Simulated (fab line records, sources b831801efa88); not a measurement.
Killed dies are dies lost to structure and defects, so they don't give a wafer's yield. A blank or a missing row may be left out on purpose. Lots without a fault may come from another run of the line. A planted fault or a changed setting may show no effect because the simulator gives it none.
A struck lot beside a sound one | flow sky130 | 16 steps out of a route of 708
Sound: wafers L799.2, L799.3, L799.5. Struck: wafer L810.4. (L810.5 of the same lot was not struck and is left out.) The cause comes at the end.
At each step with rows: each side's tool, then ch and its chambers, then its first start. Under that, the readings that differ: sound wafers | struck wafers | difference of the means | sigmas: that difference in standard deviations of wafers without a fault.
alike: readings whose means differ by less than 2 such deviations, and words and numbers that are the same on both sides. not compared: withheld readings, readings that some wafer has no value for, bounds like >300 that may hide the same value, and numbers for which the record gives no deviation and whose values overlap.
The two part at a step that has a row with sigmas, a row that says differs or no value, or rows on one side only. Numbers that don't overlap but have no deviation are shown without sigmas and don't part them. A reading that every wafer of one side lacks parts them only if that side has two wafers or more.

first, 7 steps without rows for these wafers: SKY_METAL4_HMDS_06 (prime time 60 s); SKY_METAL4_COAT_07 (resist thk 60 nm); SKY_METAL4_COAT_08 (resist thk 1140 nm); SKY_METAL4_SOFTBAKE_09 (time 90 s); SKY_METAL4_EXPOSE_10 (exposes mask MM4, target cd 300 nm); SKY_METAL4_PEB_11; SKY_METAL4_DEVELOP_12 (develop time 60 s).
SKY_METAL4_CD_MEAS_13: target cd 300 nm.
  sound on cd_sem-01, day 44 05:31; struck on cd_sem-02, day 46 21:15
  alike: cd_nm
SKY_METAL4_OVL_MEAS_14:
  sound on overlay-02, day 44 05:37; struck on overlay-02, day 46 21:19
  alike: METAL4_OVL
SKY_METAL4_DESCUM_15: chemistry O2, time 8 s.
  sound on rie_metal-03 ch 0, day 44 05:39; struck on rie_metal-03 ch 1, day 46 21:21
  reading                     | sound       | struck | difference | sigmas
  drypump_motor_current_A (A) | 6.0 6.0 6.0 | 4.8    | -1.2       | -2
  alike: oes_product_au
  not compared: rf_hours_counter_h
SKY_METAL4_ETCH_16: etches BARC in N2/H2, stops on SiO2, time 88.2 s, target depth 60 nm.
  sound on rie_metal-03 ch 0, day 44 05:44; struck on rie_metal-03 ch 1, day 46 21:25
  reading                     | sound       | struck | difference | sigmas
  drypump_motor_current_A (A) | 6.0 6.0 6.0 | 4.8    | -1.2       | -2
  alike: oes_product_au, run_length_s, throttle_valve_pct
  not compared: rf_hours_counter_h
SKY_METAL4_ETCH_17: etches SiO2 in C4F8/O2/Ar, stops on TiN, time 3.9 s, target depth 15 nm.
  sound on rie_diel-02 ch 1,3, day 44 05:54; struck on rie_diel-04 ch 0, day 46 21:28
  reading               | sound             | struck | difference | sigmas
  oes_product_au (a.u.) | 0.748 0.752 0.747 | 0.769  | +0.020     | +2
SKY_METAL4_METAL_ETCH_18: etches the open film in Cl2/BCl3, stops on SiO2, target depth 845 nm, time 183.1 s.
  sound on rie_metal-04 ch 0,1, day 44 05:55; struck on rie_metal-04 ch 0, day 46 21:33
  reading                                       | sound             | struck | difference | sigmas
  oes_product_au (a.u.)                         | 0.870 0.868 0.863 | 0.995  | +0.128     | +19
  run_length_s (s)                              | 211.1 211.8 211.0 | 178.9  | -32.4      | -66
  model.KrF-thick_of_METAL4_COAT_08.thk_nm (nm) | 527.3 522.6 517.4 | 633.6  | +111.2     |
  model.METAL4.cd_nm (nm)                       | 297.6 302.8 301   | 308    | +8         |
  model.SiO2_of_VIA3_HDPCVD_00.thk_nm (nm)      | 436 435.6 435.3   | 441.5  | +5.9       |
  alike: drypump_motor_current_A, throttle_valve_pct
  not compared: rf_hours_counter_h
SKY_METAL4_STRIP_19: strips in O2/N2.
  sound on plasma_asher-03 ch 0,1, day 44 06:06; struck on plasma_asher-03 ch 0, day 46 21:42
  reading                      | sound             | struck | difference | sigmas
  oes_product_au (a.u.)        | 0.506 0.497 0.496 | 0.548  | +0.048     | +7
  strip_time_to_endpoint_s (s) | 6.53 6.48 6.43    | 7.59   | +1.11      | +13
  alike: drypump_motor_current_A
  not compared: rf_hours_counter_h
then, 1 step without rows for these wafers: SKY_METAL4_STRIP_20 (strips in post etch residue remover, time 1200 s).
-- the record jumps here: 3 days lie between the struck wafers' starts before and after (it left off in module METAL4 and takes up again in module PAD_OPEN, whose first step shown is number 708 of the route) --
SKY_PAD_OPEN_PROBE_99:
  sound on prober-01, day 47 22:05; struck on prober-02, day 50 04:37
  reading                               | sound                | struck | difference | sigmas
  model.etest.met4.width_nm (nm)        | 298 300.4 298.6      | 309    | +10        |
  model.etest.met4_comb.leak_log10_a_um | -12.16 -11.99 -12.11 | -8.689 | +3.398     |
  model.etest.met4.line_ohm_um          | 0.1409 0.1419 0.1407 | 0.1378 | -0.0034    |

WHERE THEY PART
First at SKY_METAL4_DESCUM_15; last, within this record, at SKY_METAL4_STRIP_19.

WHY: what the simulator had put in
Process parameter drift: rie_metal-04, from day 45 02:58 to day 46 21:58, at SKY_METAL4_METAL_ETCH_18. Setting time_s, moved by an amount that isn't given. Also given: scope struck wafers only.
